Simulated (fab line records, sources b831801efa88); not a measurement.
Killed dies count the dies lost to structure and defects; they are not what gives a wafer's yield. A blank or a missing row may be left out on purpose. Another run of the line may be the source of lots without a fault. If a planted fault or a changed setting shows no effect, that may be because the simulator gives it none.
Which tool was responsible? || flow gf180mcu || 10 lots, 30 wafers sampled, at 3 steps of a route of 602

WHAT THE GAUGES SHOWED, per wafer
GF_V3_RS_MEAS_24: uses a four-point probe to measure.
{"lot": "L120", "measured": "day 23 00:01", "on": "film_metro-04", "V3_W_RS (ohm/sq)": "0.326 0.325 0.326"}
{"lot": "L123", "measured": "day 23 19:55", "on": "film_metro-01", "V3_W_RS (ohm/sq)": "0.325 0.324 0.323"}
{"lot": "L124", "measured": "day 24 09:14", "on": "film_metro-01", "V3_W_RS (ohm/sq)": "0.322 0.326 0.325"}
{"lot": "L125", "measured": "day 24 18:49", "on": "film_metro-01", "V3_W_RS (ohm/sq)": "0.334 0.333 0.328"}
{"lot": "L127", "measured": "day 25 08:52", "on": "film_metro-01", "V3_W_RS (ohm/sq)": "0.327 0.332 0.329"}
{"lot": "L126", "measured": "day 25 10:44", "on": "film_metro-04", "V3_W_RS (ohm/sq)": "0.334 0.330 0.551"}
{"lot": "L129", "measured": "day 26 01:37", "on": "film_metro-01", "V3_W_RS (ohm/sq)": "0.327 0.539 0.328"}
{"lot": "L140", "measured": "day 29 02:41", "on": "film_metro-02", "V3_W_RS (ohm/sq)": "0.326 0.339 0.327"}
{"lot": "L141", "measured": "day 29 09:53", "on": "film_metro-02", "V3_W_RS (ohm/sq)": "0.333 0.332 0.326"}
{"lot": "L142", "measured": "day 29 17:12", "on": "film_metro-01", "V3_W_RS (ohm/sq)": "0.327 0.329 0.330"}

WHICH TOOL RAN EACH LOT (tool, then ch and the chambers of the sampled wafers, then the start)
{"lot": "L120", "GF_M1_STRIP_17": "plasma_asher-04 ch 0, day 17 15:54", "GF_V3_CVD_23": "cvd_w-02 ch 0,1, day 22 23:53"}
{"lot": "L123", "GF_M1_STRIP_17": "plasma_asher-01 ch 0,1, day 18 11:46", "GF_V3_CVD_23": "cvd_w-01 ch 0,1, day 23 19:49"}
{"lot": "L124", "GF_M1_STRIP_17": "plasma_asher-02 ch 0,1, day 19 03:14", "GF_V3_CVD_23": "cvd_w-01 ch 1, day 24 09:06"}
{"lot": "L125", "GF_M1_STRIP_17": "plasma_asher-01 ch 0,1, day 19 14:24", "GF_V3_CVD_23": "cvd_w-02 ch 0, day 24 18:41"}
{"lot": "L127", "GF_M1_STRIP_17": "plasma_asher-01 ch 0,1, day 20 06:14", "GF_V3_CVD_23": "cvd_w-02 ch 0,1, day 25 08:44"}
{"lot": "L126", "GF_M1_STRIP_17": "plasma_asher-02 ch 0,1, day 20 06:35", "GF_V3_CVD_23": "cvd_w-02 ch 0,1, day 25 10:37"}
{"lot": "L129", "GF_M1_STRIP_17": "plasma_asher-04 ch 0,1, day 21 00:20", "GF_V3_CVD_23": "cvd_w-02 ch 0,1, day 26 01:30"}
{"lot": "L140", "GF_M1_STRIP_17": "plasma_asher-04 ch 0,1, day 24 11:30", "GF_V3_CVD_23": "cvd_w-02 ch 0,1, day 29 02:35"}
{"lot": "L141", "GF_M1_STRIP_17": "plasma_asher-02 ch 0,1, day 24 19:36", "GF_V3_CVD_23": "cvd_w-02 ch 0,1, day 29 09:46"}
{"lot": "L142", "GF_M1_STRIP_17": "plasma_asher-04 ch 0,1, day 25 04:19", "GF_V3_CVD_23": "cvd_w-01 ch 0,1, day 29 17:05"}
- GF_M1_STRIP_17: strips in O2/N2.
- GF_V3_CVD_23: deposits W, target thk 350 nm, time 104.9 s.

THE ANSWER, worked out from the rows above alone
Rule: usual is defined by the lots themselves. The widest of any qualifying gaps counts: lots, ordered by their means at a reading, are off when they make up no more than a third of the lots, leave a main group of 4 or more, and stand apart from it by 3 or more times the standard deviation of that group's means. The tables above print the reading to a certain number of digits; a main group whose means all agree to those digits is not used. Also off: a lot with no number at a reading for which 4 or more lots have one. The other lots that the step has rows for count as sound.
Off: L126, L129, at GF_V3_RS_MEAS_24 (V3_W_RS). Mean 0.328 ohm/sq and standard deviation 0.0028 in the main group.
A tool fits if, at a process step before that reading, it ran every lot that is off, and no sound lot after the first of them. The gauges at GF_V3_RS_MEAS_24 are tried like those tools. Not one of the candidates tried fits.

WHAT THE SIMULATOR PUT IN
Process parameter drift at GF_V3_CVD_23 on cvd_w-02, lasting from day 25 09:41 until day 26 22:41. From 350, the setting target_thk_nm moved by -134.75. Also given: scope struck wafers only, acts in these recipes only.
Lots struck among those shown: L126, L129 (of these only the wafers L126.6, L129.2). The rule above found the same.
